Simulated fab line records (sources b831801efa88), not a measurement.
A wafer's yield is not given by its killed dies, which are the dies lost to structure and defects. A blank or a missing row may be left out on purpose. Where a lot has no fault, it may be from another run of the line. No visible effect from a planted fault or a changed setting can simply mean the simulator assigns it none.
Which tool is to blame? | flow sky130 | 36 wafers sampled from 12 lots at 1 step of a route of 708

== WHAT THE GAUGES READ, wafer by wafer ==
SKY_VIA1_THK_MEAS_23: measures by xrf.
lot  | measured     | on            | VIA1_W_THK (nm)
L398 | day 34 03:02 | film_metro-01 | 270 266 263
L401 | day 35 03:02 | film_metro-03 | 274 275 273
L402 | day 35 12:01 | film_metro-01 | 270 269 267
L403 | day 35 16:56 | film_metro-01 | 269 272 274
L407 | day 36 22:01 | film_metro-02 | 275 273 279
L408 | day 37 15:47 | film_metro-03 | 272 275 272
L409 | day 38 05:20 | film_metro-02 | 281 281 280
L416 | day 40 00:53 | film_metro-02 | 281 277 279
L417 | day 40 01:34 | film_metro-02 | 279 278 277
L419 | day 40 11:32 | film_metro-02 | 277 280 279
L420 | day 41 02:41 | film_metro-02 | 276 277 275
L421 | day 41 04:07 | film_metro-02 | 279 279 279

== EACH LOT AND THE TOOL THAT RAN IT (in order: tool; ch and the chambers of the sampled wafers; start) ==
Before these readings, the record contains no process step.

== WHAT THE TOOLS THEMSELVES READ (means of the sampled wafers that have a number; where no wafer has one, the mark that the record gives instead) ==
The record holds no such reading with a usual standard deviation.

== THE ANSWER, worked out from the rows above alone ==
Rule: the lots themselves supply what counts as usual. Put in order of their means at a reading, lots are off if they are a third of the lots or fewer, leave a main group of 4 or more, and stand apart from it by a gap of 3 or more times the standard deviation of the main group's means; of several such gaps the widest counts. If all means in a main group match to the digits the tables above print for the reading, that group is not used. Also off: a lot with no number at a reading for which 4 or more lots have one. All remaining lots with rows at the step are treated as sound. Order of review: gauges by route order, followed by the tools' own readings, for which a lot's mean as printed above is used. At the first step where some lot is off, the reading lying furthest off is the one used; lots without a number count as furthest.
None of the lots is off at any reading shown; this tells nothing.

== WHAT THE SIMULATOR PUT IN ==
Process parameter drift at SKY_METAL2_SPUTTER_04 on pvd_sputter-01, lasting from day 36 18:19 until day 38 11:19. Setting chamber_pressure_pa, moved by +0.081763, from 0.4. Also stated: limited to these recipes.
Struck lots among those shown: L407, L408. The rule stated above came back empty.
